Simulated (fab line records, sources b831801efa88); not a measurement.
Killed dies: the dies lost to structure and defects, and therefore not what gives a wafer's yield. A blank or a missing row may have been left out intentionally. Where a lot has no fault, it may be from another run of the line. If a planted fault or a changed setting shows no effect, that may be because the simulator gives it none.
Code-filled problem report in 8D (eight disciplines) form + flow gf180mcu + the parts of the form that need people (team, actions taken, sign-off) are left out

== 1. THE PROBLEM ==
GF_VT_IMPLANT_SOFTBAKE_36, heater-power-total-W: mean 62.94 W on 2 wafers (1 lot); fault-free wafers 56.60 W, standard deviation 0.046. That is +99 or more standard deviations from the usual mean.
The step: time 60 s.
First seen on wafer L346.3, day 12 09:01, on litho-track-01. The record has a number at this step for 15 wafers belonging to 5 lots. The rule behind "out" and "out of limits": a value lying over 4 standard deviations away from the usual mean. Any other wafer with a number is counted as sound.

== 2. WHAT IT IS, WHAT IT ISN'T ==
| question                    | is                                 | is not                       |
|-----------------------------|------------------------------------|------------------------------|
| which readings at this step | heater-power-total-W, run-length-s | resist-line-temp-C           |
| which lots                  | L346                               | L330, L333, L334, L336       |
| which wafers of those lots  | L346.3, L346.4                     | L346.6                       |
| read on which tools         | litho-track-01                     | litho-track-02               |
| when                        | from day 12 09:01                  | up to then (13 sound wafers) |

== 3. SUSPECTS, AND WHAT RULES EACH OUT ==
Counting: any tool at a process step up to the reading remains a suspect provided it ran every lot that is out. Sound lots after the first of them don't rule it out here, since some wafers of a struck lot are sound.
- plasma-asher-03 at GF_VT_IMPLANT_STRIP_31 (strips in O2/N2): kept. It ran the lot that is out, L346 (day 11 23:04).
- litho-track-01 at GF_VT_IMPLANT_SOFTBAKE_36 (time 60 s): kept. The lot that is out, L346, ran on it at day 12 09:01; the last sound lot it ran before that was L333, at day 7 21:17. On those wafers its own readings are out: heater-power-total-W, run-length-s.
After counting, plasma-asher-03 at GF_VT_IMPLANT_STRIP_31 and litho-track-01 at GF_VT_IMPLANT_SOFTBAKE_36 remain.

== 4. THE CAUSE (what the simulator had put in) ==
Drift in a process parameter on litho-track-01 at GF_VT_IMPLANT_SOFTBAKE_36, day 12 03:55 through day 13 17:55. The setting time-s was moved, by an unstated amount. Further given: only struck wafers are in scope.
This tool is one of the 2 suspects left after counting.

== 5. SEQUENCE OF EFFECTS, ordered by route ==
Each row: a reading where the mean over the struck wafers with a number is more than 3 standard deviations away from the usual. Only readings for which the record gives a usual standard deviation are gone through. hours: the time from each lot's start at the first step in this table that gives one to its start at this step, as a median over the lots. sigmas: the change in usual standard deviations.
| hours | step                      | reading                  | usual   | on struck wafers | change | sigmas      |
|-------|---------------------------|--------------------------|---------|------------------|--------|-------------|
| 0     | GF_VT_IMPLANT_SOFTBAKE_36 | heater-power-total-W     | 56.60 W | 62.94            | +6.34  | +99 or more |
| 0     | GF_VT_IMPLANT_SOFTBAKE_36 | run-length-s             | 88.96 s | 72.33            | -16.62 | -99 or more |
| 10    | GF_VT_IMPLANT_STRIP_42    | strip-time-to-endpoint-s | 12.65 s | 12.75            | +0.10  | +3.2        |
Process steps it contains:
- GF_VT_IMPLANT_SOFTBAKE_36: time 60 s.
- GF_VT_IMPLANT_STRIP_42: strips in O2/N2.
Later measuring or inspecting steps at which every struck wafer that the step has a row for has a number for every such reading, and none has moved that far: GF_VT_IMPLANT_OVL_MEAS_40, GF_VT_IMPLANT_TW_MEAS_43.

== 6. HOW IT WOULD HAVE BEEN CAUGHT EARLIER ==
First out-of-limits reading in this record: day 12 09:01, which is 5 hours after fault onset at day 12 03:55.
